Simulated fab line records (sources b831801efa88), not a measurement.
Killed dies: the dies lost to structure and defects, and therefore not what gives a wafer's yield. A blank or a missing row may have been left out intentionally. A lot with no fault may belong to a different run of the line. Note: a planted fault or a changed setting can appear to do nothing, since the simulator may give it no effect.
Chamber matching -- flow gf180mcu -- GF_STI_ETCH_14 on rie-si-01 has 4 sister chambers
The step etches Si in HBr/Cl2/O2, target depth 360 nm, time 102.9 s. 8 wafers are shown with their chamber, then 8 later ones without.

## WAFERS PAIRED WITH THEIR CHAMBERS
wafer,chamber,drypump-motor-current-A (A),oes-product-au (a.u.)
L817.6,1,5.88,1.005
L823.1,0,5.86,0.998
L824.1,1,5.90,1.002
L824.2,2,6.09,1.014
L824.6,2,6.11,1.006
L825.4,0,5.86,0.999
L825.5,3,6.06,0.993
L828.3,3,6.07,0.989

## WAFERS WHOSE CHAMBER IS MISSING
wafer,drypump-motor-current-A (A),oes-product-au (a.u.)
L828.4,5.91,0.997
L828.6,5.89,0.996
L829.1,6.06,0.988
L829.3,6.07,1.013
L829.6,5.90,0.999
L838.2,5.86,0.998
L838.4,6.10,1.024
L838.5,5.89,1.001

## EACH ONE'S CHAMBER
wafer,from the rows above,in truth
L828.4,1,1
L828.6,can't be placed: 1 or 0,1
L829.1,3,3
L829.3,2,2
L829.6,1,1
L838.2,0,0
L838.4,2,2
L838.5,1,1
Placed correctly: 7 of 8. Unplaceable from these rows: 1, with the true chamber sitting among the candidates in 1. Number placed wrongly: 0.
How it was worked out, from the rows above alone: a wafer's distance from a chamber is the root of the sum, over the readings, of the square of ((its reading less the chamber's mean) divided by the reading's scatter). If the next closest chamber is less than 2 further off than the closest, the wafer can't be placed; otherwise it belongs to the closest. The mean given for a chamber averages the wafers shown for that chamber. How the scatter is found: for the shown wafers, subtract from each reading the mean of its chamber, square and add these, divide the total by (wafers less chambers), then take the root.
